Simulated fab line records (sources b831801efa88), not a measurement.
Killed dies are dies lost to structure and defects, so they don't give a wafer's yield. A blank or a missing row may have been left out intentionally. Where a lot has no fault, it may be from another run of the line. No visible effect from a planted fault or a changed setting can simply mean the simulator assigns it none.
fab line records ; flow sky130 ; part 1 of 2: steps 1 to 32 of 44
record: lots: 5; wafers: 15; last-day: 50
route steps=708 shown VT_ADJUST_LVTN@107 VT_ADJUST_NCORE@119 VT_ADJUST_HVTR@131 VT_ADJUST_PCH@143
lots that met no fault: from a run of the same line without faults
start-h: hours from the record's opening day to when the first of the lot's shown wafers began ; wait-h: hours elapsed since this lot's preceding step ; " same as the row above ; L1.1+2: a single row standing in for several wafers ; - no value, or no start given ; * or withheld: withheld ; < > ~ a bound
route shown NAME@n: NAME is a module with steps in the file, n the number in the route of the first one ; usual: mean/standard deviation taken from wafers without a fault ; same: alike in all rows ; chamber/n: place in a boat ; sites: the reading at each site ; _std_site: the standard deviation of these ; _edge_site: outer sites' mean less inner sites' ; radius-mm: how far each site lies from the wafer's centre ; mask NAME#n: copy n ; behind: tool/chamber where the wafer was last shaped ; hold: why the lot went on hold/how many hours it stayed there/how the hold came to an end ; device: names the non-switching transistor (n, p or np) ; end of line: at the end of the route, the tests of the same wafers ; step lacking rows: just its recipe ; killed: dies that structure and defects cost at the first sort, which is not the same as the wafer's yield ; map: dies across one wafer; x = killed, . = not, _ = none there
set.NAME: the setting the step ran with; set.NAME@STEP: the setting that earlier step ran with ; model.NAME: the simulator's own value behind a step, which no gauge read
a table for each step, a row for each wafer; lots at some steps of the route
services: from which hour (start-h, from the record's first day; less than 0 if before it) a tool's chamber was out of use, for how many hours, and why
== steps ==
step: SKY_VT_ADJUST_LVTN_TW_MEAS_10
usual: VT_ADJUST_LVTN_TW: 242.5/1.5
lot.wafer;tool;chamber;start-h;wait-h;VT_ADJUST_LVTN_TW
L081.2;film-metro-04;-;188.85;0.1;240.7
L081.4;film-metro-04;-;188.85;0.1;241.1
L081.5;film-metro-04;-;188.85;0.1;240.2
L084.2;film-metro-03;-;204.84;0.1;244.0
L084.3;film-metro-03;-;204.84;0.1;243.4
L084.6;film-metro-03;-;204.84;0.1;244.2
L087.1;film-metro-04;-;231.54;0.1;240.5
L087.3;film-metro-04;-;231.54;0.1;242.9
L087.5;film-metro-04;-;231.54;0.1;241.5
L091.1;film-metro-04;-;254.73;0.1;242.0
L091.2;film-metro-04;-;254.73;0.1;240.4
L091.4;film-metro-04;-;254.73;0.1;242.5
L096.3;film-metro-01;-;285.60;0.1;243.1
L096.5;film-metro-01;-;285.60;0.1;243.4
L096.6;film-metro-01;-;285.60;0.1;241.9
step: SKY_VT_ADJUST_LVTN_DEHYDRATE_11
recipe: temp-c: 200; time-s: 60
lot.wafer;tool;chamber;start-h;wait-h
L081.2+4+5;litho-track-01;0;199.47;10.6
L084.2+3+6;litho-track-04;0;213.92;9.1
L087.1+3+5;litho-track-03;0;242.75;11.2
L091.1+2+4;litho-track-01;0;266.10;11.4
L096.3+5+6;litho-track-03;0;297.50;11.9
step: SKY_VT_ADJUST_LVTN_HMDS_12
recipe: prime-time-s: 60; prime-temp-c: 120
usual: prime-temp-c: 120.00/0.14
lot.wafer;tool;chamber;start-h;wait-h;prime-temp-c
L081.2;litho-track-01;0;199.62;0.1;120.08
L081.4;litho-track-01;0;199.62;0.1;119.94
L081.5;litho-track-01;0;199.62;0.1;120.06
L084.2;litho-track-04;0;214.07;0.1;120.25
L084.3;litho-track-04;0;214.07;0.1;120.18
L084.6;litho-track-04;0;214.07;0.1;120.06
L087.1;litho-track-03;0;242.90;0.1;119.87
L087.3;litho-track-03;0;242.90;0.1;120.07
L087.5;litho-track-03;0;242.90;0.1;120.07
L091.1;litho-track-01;0;266.25;0.1;119.91
L091.2;litho-track-01;0;266.25;0.1;119.80
L091.4;litho-track-01;0;266.25;0.1;119.83
L096.3;litho-track-03;0;297.65;0.1;120.17
L096.5;litho-track-03;0;297.65;0.1;120.07
L096.6;litho-track-03;0;297.65;0.1;120.02
step: SKY_VT_ADJUST_LVTN_COAT_13
recipe: resist: NOVOLAK; spin-rpm: 3000; resist-thk-nm: 1140
lot.wafer;tool;chamber;start-h;wait-h
L081.2+4+5;litho-track-01;0;199.77;0.1
L084.2+3+6;litho-track-04;0;214.22;0.1
L087.1+3+5;litho-track-03;0;243.05;0.1
L091.1+2+4;litho-track-01;0;266.40;0.1
L096.3+5+6;litho-track-03;0;297.80;0.1
step: SKY_VT_ADJUST_LVTN_SOFTBAKE_14
recipe: temp-c: 90; time-s: 60; resist: NOVOLAK
lot.wafer;tool;chamber;start-h;wait-h
L081.2+4+5;litho-track-01;0;199.92;0.1
L084.2+3+6;litho-track-04;0;214.37;0.1
L087.1+3+5;litho-track-03;0;243.20;0.1
L091.1+2+4;litho-track-01;0;266.55;0.1
L096.3+5+6;litho-track-03;0;297.95;0.1
step: SKY_VT_ADJUST_LVTN_EXPOSE_15
recipe: mask-id: HVN_STD_DERIVED; na: 0.6; source-shape: conventional; sigma-outer: 0.6; polarization: unpolarized; target-cd-nm: 600; dose-mj: 163
lot.wafer;tool;chamber;start-h;wait-h;mask
L081.2+4+5;iline-stepper-01;0;-;-;HVN_STD_DERIVED#0
L084.2+3+6;iline-stepper-01;0;-;-;HVN_STD_DERIVED#0
L087.1+3+5;iline-stepper-02;0;-;-;HVN_STD_DERIVED#0
L091.1+2+4;iline-stepper-02;0;-;-;HVN_STD_DERIVED#0
L096.3+5+6;iline-stepper-01;0;-;-;HVN_STD_DERIVED#0
step: SKY_VT_ADJUST_LVTN_PEB_16
recipe: temp-c: withheld; time-s: *; resist: NOVOLAK
lot.wafer;tool;chamber;start-h;wait-h
L081.2+4+5;litho-track-01;0;-;-
L084.2+3+6;litho-track-01;0;-;-
L087.1+3+5;litho-track-04;0;-;-
L091.1+2+4;litho-track-03;0;-;-
L096.3+5+6;litho-track-01;0;-;-
step: SKY_VT_ADJUST_LVTN_DEVELOP_17
recipe: resist: NOVOLAK; developer: TMAH; develop-time-s: 60; dev-temp-c: 23
lot.wafer;tool;chamber;start-h;wait-h
L081.2+4+5;litho-track-01;0;209.42;0.1
L084.2+3+6;litho-track-01;0;225.32;0.1
L087.1+3+5;litho-track-04;0;254.60;0.1
L091.1+2+4;litho-track-03;0;278.85;0.1
L096.3+5+6;litho-track-01;0;310.95;0.1
step: SKY_VT_ADJUST_LVTN_OVL_MEAS_18
usual: VT_ADJUST_LVTN_01_OVL: 1.0/1.2
lot.wafer;tool;chamber;start-h;wait-h;VT_ADJUST_LVTN_01_OVL[nm]
L081.2;overlay-02;-;209.55;0.1;1.7
L081.4;overlay-02;-;209.55;0.1;3.4
L081.5;overlay-02;-;209.55;0.1;0.4
L084.2;overlay-01;-;225.45;0.1;2.5
L084.3;overlay-01;-;225.45;0.1;2.7
L084.6;overlay-01;-;225.45;0.1;1.7
L087.1;overlay-01;-;254.75;0.1;-0.4
L087.3;overlay-01;-;254.75;0.1;0.7
L087.5;overlay-01;-;254.75;0.1;0.1
L091.1;overlay-01;-;279.00;0.1;3.3
L091.2;overlay-01;-;279.00;0.1;-0.3
L091.4;overlay-01;-;279.00;0.1;2.4
L096.3;overlay-01;-;311.06;0.1;2.3
L096.5;overlay-01;-;311.06;0.1;2.8
L096.6;overlay-01;-;311.06;0.1;2.6
step: SKY_VT_ADJUST_LVTN_IMPLANT_19
recipe: species: B; energy-kev: 30; dose-cm2: 6.5e+11; tilt-deg: withheld
usual: beam-energy-keV: 30.001/0.0087; beam-on-s: 10.01/0.23; faraday-current-uA: 3.66/0.082
lot.wafer;tool;chamber;start-h;wait-h;beam-energy-keV;beam-on-s;faraday-current-uA
L081.2;implanter-03;0;209.61;0.0;29.998;9.78;3.72
L081.4;implanter-03;0;209.61;0.0;29.999;9.93;3.69
L081.5;implanter-03;0;209.61;0.0;30.001;10.24;3.56
L084.2;implanter-04;0;225.51;0.0;29.988;9.92;3.68
L084.3;implanter-04;0;225.51;0.0;29.989;9.98;3.68
L084.6;implanter-04;0;225.51;0.0;29.996;10.24;3.58
L087.1;implanter-01;0;254.78;0.0;30.010;9.84;3.71
L087.3;implanter-01;0;254.78;0.0;29.990;10.16;3.62
L087.5;implanter-01;0;254.78;0.0;29.998;10.05;3.66
L091.1;implanter-04;0;279.04;0.0;30.007;10.19;3.58
L091.2;implanter-04;0;279.04;0.0;30.003;9.95;3.70
L091.4;implanter-04;0;279.04;0.0;30.012;10.25;3.57
L096.3;implanter-04;0;311.13;0.1;30.001;10.01;3.66
L096.5;implanter-04;0;311.13;0.1;30.011;9.61;3.83
L096.6;implanter-04;0;311.13;0.1;30.002;9.59;3.80
step: SKY_VT_ADJUST_LVTN_STRIP_20
recipe: chemistry: O2/N2; power-w: 1400; pressure-mtorr: 1500; platen-temp-c: withheld; o2-flow-sccm: 3000; n2-flow-sccm: 300; overash-fraction: 0.5
usual: drypump-motor-current-A: 6.1/0.41; oes-product-au: 0.716/0.0042; strip-time-to-endpoint-s: 14.18/0.039
lot.wafer;tool;chamber;start-h;wait-h;drypump-motor-current-A;oes-product-au;rf-hours-counter-h;strip-time-to-endpoint-s
L081.2;plasma-asher-01;0;209.73;0.1;6.7;0.716;10;14.17
L081.4;plasma-asher-01;1;209.73;0.1;5.9;0.715;-;14.17
L081.5;plasma-asher-01;1;209.73;0.1;5.9;0.714;-;14.16
L084.2;plasma-asher-02;1;225.63;0.1;5.6;0.711;57;14.17
L084.3;plasma-asher-02;0;225.63;0.1;6.1;0.717;-;14.18
L084.6;plasma-asher-02;0;225.63;0.1;6.1;0.722;-;14.20
L087.1;plasma-asher-02;1;254.93;0.1;5.6;0.710;60;14.17
L087.3;plasma-asher-02;1;254.93;0.1;5.6;0.717;-;14.19
L087.5;plasma-asher-02;0;254.93;0.1;6.1;0.720;-;14.17
L091.1;plasma-asher-02;1;279.19;0.1;5.6;0.711;62;14.18
L091.2;plasma-asher-02;0;279.19;0.1;6.1;0.723;62;14.22
L091.4;plasma-asher-02;0;279.19;0.1;6.0;0.714;-;14.17
L096.3;plasma-asher-02;1;311.27;0.1;5.6;0.719;-;14.13
L096.5;plasma-asher-02;1;311.27;0.1;5.6;0.719;-;14.15
L096.6;plasma-asher-02;0;311.27;0.1;6.1;0.714;-;14.15
step: SKY_VT_ADJUST_LVTN_TW_MEAS_21
usual: VT_ADJUST_LVTN_2_TW: 188.7/1.2
lot.wafer;tool;chamber;start-h;wait-h;VT_ADJUST_LVTN_2_TW
L081.2;film-metro-01;-;209.84;0.1;189.8
L081.4;film-metro-01;-;209.84;0.1;189.9
L081.5;film-metro-01;-;209.84;0.1;189.1
L084.2;film-metro-01;-;225.74;0.1;189.1
L084.3;film-metro-01;-;225.74;0.1;188.7
L084.6;film-metro-01;-;225.74;0.1;188.2
L087.1;film-metro-04;-;255.03;0.1;188.4
L087.3;film-metro-04;-;255.03;0.1;188.3
L087.5;film-metro-04;-;255.03;0.1;187.8
L091.1;film-metro-03;-;279.29;0.1;190.7
L091.2;film-metro-03;-;279.29;0.1;190.3
L091.4;film-metro-03;-;279.29;0.1;190.9
L096.3;film-metro-03;-;311.35;0.1;191.0
L096.5;film-metro-03;-;311.35;0.1;191.6
L096.6;film-metro-03;-;311.35;0.1;191.6
step: SKY_VT_ADJUST_NCORE_DEHYDRATE_00
recipe: temp-c: 200; time-s: 60
lot.wafer;tool;chamber;start-h;wait-h
L081.2+4+5;litho-track-01;0;219.92;10.1
L084.2+3+6;litho-track-01;0;236.37;10.6
L087.1+3+5;litho-track-01;0;266.70;11.7
L091.1+2+4;litho-track-02;0;289.96;10.7
L096.3+5+6;litho-track-02;0;324.06;12.7
step: SKY_VT_ADJUST_NCORE_HMDS_01
recipe: prime-time-s: 60; prime-temp-c: 120
usual: prime-temp-c: 120.00/0.11
lot.wafer;tool;chamber;start-h;wait-h;prime-temp-c
L081.2;litho-track-01;0;220.07;0.1;119.91
L081.4;litho-track-01;0;220.07;0.1;120.08
L081.5;litho-track-01;0;220.07;0.1;119.78
L084.2;litho-track-01;0;236.52;0.1;120.06
L084.3;litho-track-01;0;236.52;0.1;120.02
L084.6;litho-track-01;0;236.52;0.1;119.89
L087.1;litho-track-01;0;266.85;0.1;120.17
L087.3;litho-track-01;0;266.85;0.1;120.02
L087.5;litho-track-01;0;266.85;0.1;119.93
L091.1;litho-track-02;0;290.11;0.1;120.14
L091.2;litho-track-02;0;290.11;0.1;119.90
L091.4;litho-track-02;0;290.11;0.1;120.15
L096.3;litho-track-02;0;324.21;0.1;120.13
L096.5;litho-track-02;0;324.21;0.1;120.05
L096.6;litho-track-02;0;324.21;0.1;120.06
step: SKY_VT_ADJUST_NCORE_COAT_02
recipe: resist: NOVOLAK; spin-rpm: 3000; resist-thk-nm: 1130
lot.wafer;tool;chamber;start-h;wait-h
L081.2+4+5;litho-track-01;0;220.22;0.1
L084.2+3+6;litho-track-01;0;236.67;0.1
L087.1+3+5;litho-track-01;0;267.00;0.1
L091.1+2+4;litho-track-02;0;290.26;0.1
L096.3+5+6;litho-track-02;0;324.36;0.1
step: SKY_VT_ADJUST_NCORE_SOFTBAKE_03
recipe: temp-c: 90; time-s: 60; resist: NOVOLAK
lot.wafer;tool;chamber;start-h;wait-h
L081.2+4+5;litho-track-01;0;220.37;0.1
L084.2+3+6;litho-track-01;0;236.82;0.1
L087.1+3+5;litho-track-01;0;267.15;0.1
L091.1+2+4;litho-track-02;0;290.41;0.1
L096.3+5+6;litho-track-02;0;324.51;0.1
step: SKY_VT_ADJUST_NCORE_EXPOSE_04
recipe: mask-id: LVTN_COMPLEMENT_THIN; na: 0.6; source-shape: conventional; sigma-outer: 0.6; polarization: unpolarized; target-cd-nm: 380; dose-mj: 139
lot.wafer;tool;chamber;start-h;wait-h;mask
L081.2+4+5;iline-stepper-01;0;-;-;LVTN_COMPLEMENT_THIN#0
L084.2+3+6;iline-stepper-02;0;-;-;LVTN_COMPLEMENT_THIN#0
L087.1+3+5;iline-stepper-01;0;-;-;LVTN_COMPLEMENT_THIN#0
L091.1+2+4;iline-stepper-01;0;-;-;LVTN_COMPLEMENT_THIN#0
L096.3+5+6;iline-stepper-01;0;-;-;LVTN_COMPLEMENT_THIN#0
step: SKY_VT_ADJUST_NCORE_PEB_05
recipe: temp-c: withheld; time-s: *; resist: NOVOLAK
lot.wafer;tool;chamber;start-h;wait-h
L081.2+4+5;litho-track-01;0;-;-
L084.2+3+6;litho-track-03;0;-;-
L087.1+3+5;litho-track-02;0;-;-
L091.1+2+4;litho-track-02;0;-;-
L096.3+5+6;litho-track-01;0;-;-
step: SKY_VT_ADJUST_NCORE_DEVELOP_06
recipe: resist: NOVOLAK; developer: TMAH; develop-time-s: 60; dev-temp-c: 23
lot.wafer;tool;chamber;start-h;wait-h
L081.2+4+5;litho-track-01;0;231.62;0.1
L084.2+3+6;litho-track-03;0;248.72;0.1
L087.1+3+5;litho-track-02;0;279.71;0.1
L091.1+2+4;litho-track-02;0;303.36;0.1
L096.3+5+6;litho-track-01;0;337.75;0.1
step: SKY_VT_ADJUST_NCORE_CD_MEAS_07
recipe: target-cd-nm: 380
usual: cd-nm: 379.7/2.2
lot.wafer;tool;chamber;start-h;wait-h;cd-nm
L081.2;cd-sem-01;-;231.77;0.1;378.7
L081.4;cd-sem-01;-;231.77;0.1;379.6
L081.5;cd-sem-01;-;231.77;0.1;381.5
L084.2;cd-sem-02;-;248.87;0.1;380.9
L084.3;cd-sem-02;-;248.87;0.1;382.1
L084.6;cd-sem-02;-;248.87;0.1;383.9
L087.1;cd-sem-01;-;279.86;0.1;379.3
L087.3;cd-sem-01;-;279.86;0.1;380.9
L087.5;cd-sem-01;-;279.86;0.1;378.3
L091.1;cd-sem-02;-;303.51;0.1;379.3
L091.2;cd-sem-02;-;303.51;0.1;378.3
L091.4;cd-sem-02;-;303.51;0.1;376.8
L096.3;cd-sem-02;-;337.89;0.1;378.1
L096.5;cd-sem-02;-;337.89;0.1;381.6
L096.6;cd-sem-02;-;337.89;0.1;381.1
step: SKY_VT_ADJUST_NCORE_OVL_MEAS_08
usual: VT_ADJUST_NCORE_OVL: 1.0/1.6
lot.wafer;tool;chamber;start-h;wait-h;VT_ADJUST_NCORE_OVL[nm]
L081.2;overlay-02;-;231.87;0.1;2.5
L081.4;overlay-02;-;231.87;0.1;0.6
L081.5;overlay-02;-;231.87;0.1;1.9
L084.2;overlay-01;-;248.98;0.1;3.2
L084.3;overlay-01;-;248.98;0.1;2.6
L084.6;overlay-01;-;248.98;0.1;2.7
L087.1;overlay-02;-;279.98;0.1;2.4
L087.3;overlay-02;-;279.98;0.1;2.6
L087.5;overlay-02;-;279.98;0.1;2.0
L091.1;overlay-02;-;303.63;0.1;1.7
L091.2;overlay-02;-;303.63;0.1;2.2
L091.4;overlay-02;-;303.63;0.1;2.9
L096.3;overlay-01;-;337.98;0.1;-1.0
L096.5;overlay-01;-;337.98;0.1;-0.7
L096.6;overlay-01;-;337.98;0.1;-1.1
step: SKY_VT_ADJUST_NCORE_IMPLANT_09
recipe: species: B; energy-kev: 10; dose-cm2: 2.4e+12; tilt-deg: withheld
usual: beam-energy-keV: 10.000/0.0034; beam-on-s: 10.00/0.18; faraday-current-uA: 13.54/0.24
lot.wafer;tool;chamber;start-h;wait-h;beam-energy-keV;beam-on-s;faraday-current-uA
L081.2;implanter-04;0;231.93;0.0;10.001;10.01;13.47
L081.4;implanter-04;0;231.93;0.0;9.996;10.14;13.30
L081.5;implanter-04;0;231.93;0.0;10.007;10.02;13.54
L084.2;implanter-02;0;249.03;0.0;9.997;9.78;13.84
L084.3;implanter-02;0;249.03;0.0;9.996;9.97;13.59
L084.6;implanter-02;0;249.03;0.0;10.004;9.80;13.87
L087.1;implanter-04;0;280.02;0.0;10.001;9.92;13.64
L087.3;implanter-04;0;280.02;0.0;9.996;10.02;13.54
L087.5;implanter-04;0;280.02;0.0;9.999;9.93;13.60
L091.1;implanter-02;0;303.67;0.0;10.003;9.78;13.84
L091.2;implanter-02;0;303.67;0.0;10.005;10.06;13.49
L091.4;implanter-02;0;303.67;0.0;10.007;9.90;13.60
L096.3;implanter-02;0;338.05;0.1;10.001;10.27;13.17
L096.5;implanter-02;0;338.05;0.1;10.002;10.01;13.58
L096.6;implanter-02;0;338.05;0.1;10.003;10.15;13.29
step: SKY_VT_ADJUST_NCORE_STRIP_10
recipe: chemistry: O2/N2; power-w: 1400; pressure-mtorr: 1500; platen-temp-c: withheld; o2-flow-sccm: 3000; n2-flow-sccm: 300; overash-fraction: 0.5
usual: drypump-motor-current-A: 5.9/0.35; oes-product-au: 0.716/0.0049; strip-time-to-endpoint-s: 14.08/0.043
lot.wafer;tool;chamber;start-h;wait-h;drypump-motor-current-A;oes-product-au;rf-hours-counter-h;strip-time-to-endpoint-s
L081.2;plasma-asher-04;1;232.05;0.1;6.3;0.718;40;14.06
L081.4;plasma-asher-04;1;232.05;0.1;6.4;0.711;-;14.03
L081.5;plasma-asher-04;1;232.05;0.1;6.4;0.719;-;14.03
L084.2;plasma-asher-03;0;249.16;0.1;5.6;0.718;54;14.09
L084.3;plasma-asher-03;0;249.16;0.1;5.6;0.717;-;14.09
L084.6;plasma-asher-03;1;249.16;0.1;6.1;0.724;-;14.08
L087.1;plasma-asher-02;0;280.17;0.1;6.1;0.715;62;14.07
L087.3;plasma-asher-02;1;280.17;0.1;5.7;0.727;-;14.05
L087.5;plasma-asher-02;1;280.17;0.1;5.6;0.719;-;14.06
L091.1;plasma-asher-03;1;303.82;0.1;6.1;0.724;59;14.09
L091.2;plasma-asher-03;0;303.82;0.1;5.5;0.717;59;14.08
L091.4;plasma-asher-03;1;303.82;0.1;6.1;0.714;-;14.12
L096.3;plasma-asher-02;1;338.19;0.1;5.6;0.719;-;14.10
L096.5;plasma-asher-02;0;338.19;0.1;6.0;0.720;-;14.12
L096.6;plasma-asher-02;1;338.19;0.1;5.6;0.716;-;14.17
step: SKY_VT_ADJUST_NCORE_TW_MEAS_11
usual: VT_ADJUST_NCORE_TW: 220.7/1.1
lot.wafer;tool;chamber;start-h;wait-h;VT_ADJUST_NCORE_TW
L081.2;film-metro-03;-;232.16;0.1;221.3
L081.4;film-metro-03;-;232.16;0.1;219.1
L081.5;film-metro-03;-;232.16;0.1;220.3
L084.2;film-metro-03;-;249.27;0.1;220.6
L084.3;film-metro-03;-;249.27;0.1;221.6
L084.6;film-metro-03;-;249.27;0.1;221.5
L087.1;film-metro-03;-;280.27;0.1;222.5
L087.3;film-metro-03;-;280.27;0.1;222.7
L087.5;film-metro-03;-;280.27;0.1;221.4
L091.1;film-metro-01;-;303.92;0.1;220.2
L091.2;film-metro-01;-;303.92;0.1;220.3
L091.4;film-metro-01;-;303.92;0.1;221.5
L096.3;film-metro-01;-;338.27;0.1;219.0
L096.5;film-metro-01;-;338.27;0.1;218.4
L096.6;film-metro-01;-;338.27;0.1;219.5
step: SKY_VT_ADJUST_HVTR_DEHYDRATE_00
recipe: temp-c: 200; time-s: 60
lot.wafer;tool;chamber;start-h;wait-h
L081.2+4+5;litho-track-03;0;243.37;11.2
L084.2+3+6;litho-track-02;0;260.64;11.4
L087.1+3+5;litho-track-03;0;292.10;11.8
L091.1+2+4;litho-track-03;0;316.60;12.7
L096.3+5+6;litho-track-03;0;351.90;13.6
step: SKY_VT_ADJUST_HVTR_HMDS_01
recipe: prime-time-s: 60; prime-temp-c: 120
usual: prime-temp-c: 119.98/0.14
lot.wafer;tool;chamber;start-h;wait-h;prime-temp-c
L081.2;litho-track-03;0;243.52;0.1;119.82
L081.4;litho-track-03;0;243.52;0.1;120.00
L081.5;litho-track-03;0;243.52;0.1;120.01
L084.2;litho-track-02;0;260.79;0.1;120.11
L084.3;litho-track-02;0;260.79;0.1;120.20
L084.6;litho-track-02;0;260.79;0.1;120.20
L087.1;litho-track-03;0;292.25;0.1;120.17
L087.3;litho-track-03;0;292.25;0.1;120.12
L087.5;litho-track-03;0;292.25;0.1;119.94
L091.1;litho-track-03;0;316.75;0.1;120.03
L091.2;litho-track-03;0;316.75;0.1;119.87
L091.4;litho-track-03;0;316.75;0.1;119.90
L096.3;litho-track-03;0;352.05;0.1;119.88
L096.5;litho-track-03;0;352.05;0.1;119.99
L096.6;litho-track-03;0;352.05;0.1;119.71
step: SKY_VT_ADJUST_HVTR_COAT_02
recipe: resist: NOVOLAK; spin-rpm: 3000; resist-thk-nm: 1140
lot.wafer;tool;chamber;start-h;wait-h
L081.2+4+5;litho-track-03;0;243.67;0.1
L084.2+3+6;litho-track-02;0;260.94;0.1
L087.1+3+5;litho-track-03;0;292.40;0.1
L091.1+2+4;litho-track-03;0;316.90;0.1
L096.3+5+6;litho-track-03;0;352.20;0.1
step: SKY_VT_ADJUST_HVTR_SOFTBAKE_03
recipe: temp-c: 90; time-s: 60; resist: NOVOLAK
lot.wafer;tool;chamber;start-h;wait-h
L081.2+4+5;litho-track-03;0;243.82;0.1
L084.2+3+6;litho-track-02;0;261.09;0.1
L087.1+3+5;litho-track-03;0;292.55;0.1
L091.1+2+4;litho-track-03;0;317.05;0.1
L096.3+5+6;litho-track-03;0;352.35;0.1
step: SKY_VT_ADJUST_HVTR_EXPOSE_04
recipe: mask-id: HVTRM; target-cd-nm: 380; na: 0.6; source-shape: conventional; sigma-outer: 0.6; dose-mj: 150
lot.wafer;tool;chamber;start-h;wait-h;mask
L081.2+4+5;iline-stepper-01;0;-;-;HVTRM#0
L084.2+3+6;iline-stepper-01;0;-;-;HVTRM#0
L087.1+3+5;iline-stepper-01;0;-;-;HVTRM#0
L091.1+2+4;iline-stepper-02;0;-;-;HVTRM#0
L096.3+5+6;iline-stepper-02;0;-;-;HVTRM#0
step: SKY_VT_ADJUST_HVTR_PEB_05
recipe: temp-c: withheld; time-s: *; resist: NOVOLAK
lot.wafer;tool;chamber;start-h;wait-h
L081.2+4+5;litho-track-04;0;-;-
L084.2+3+6;litho-track-03;0;-;-
L087.1+3+5;litho-track-04;0;-;-
L091.1+2+4;litho-track-02;0;-;-
L096.3+5+6;litho-track-02;0;-;-
step: SKY_VT_ADJUST_HVTR_DEVELOP_06
recipe: develop-time-s: 62.28; dev-temp-c: 23
lot.wafer;tool;chamber;start-h;wait-h
L081.2+4+5;litho-track-04;0;255.22;0.1
L084.2+3+6;litho-track-03;0;273.62;0.1
L087.1+3+5;litho-track-04;0;305.55;0.1
L091.1+2+4;litho-track-02;0;330.36;0.1
L096.3+5+6;litho-track-02;0;365.81;0.1
step: SKY_VT_ADJUST_HVTR_CD_MEAS_07
recipe: target-cd-nm: 380
usual: cd-nm: 380.0/2.5
lot.wafer;tool;chamber;start-h;wait-h;cd-nm
L081.2;cd-sem-01;-;255.37;0.1;378.9
L081.4;cd-sem-01;-;255.37;0.1;380.4
L081.5;cd-sem-01;-;255.37;0.1;383.5
L084.2;cd-sem-01;-;273.77;0.1;378.1
L084.3;cd-sem-01;-;273.77;0.1;380.3
L084.6;cd-sem-01;-;273.77;0.1;378.7
L087.1;cd-sem-01;-;305.70;0.1;378.0
L087.3;cd-sem-01;-;305.70;0.1;379.9
L087.5;cd-sem-01;-;305.70;0.1;379.0
L091.1;cd-sem-01;-;330.51;0.1;382.9
L091.2;cd-sem-01;-;330.51;0.1;382.6
L091.4;cd-sem-01;-;330.51;0.1;382.8
L096.3;cd-sem-01;-;365.95;0.1;380.1
L096.5;cd-sem-01;-;365.95;0.1;380.9
L096.6;cd-sem-01;-;365.95;0.1;379.5
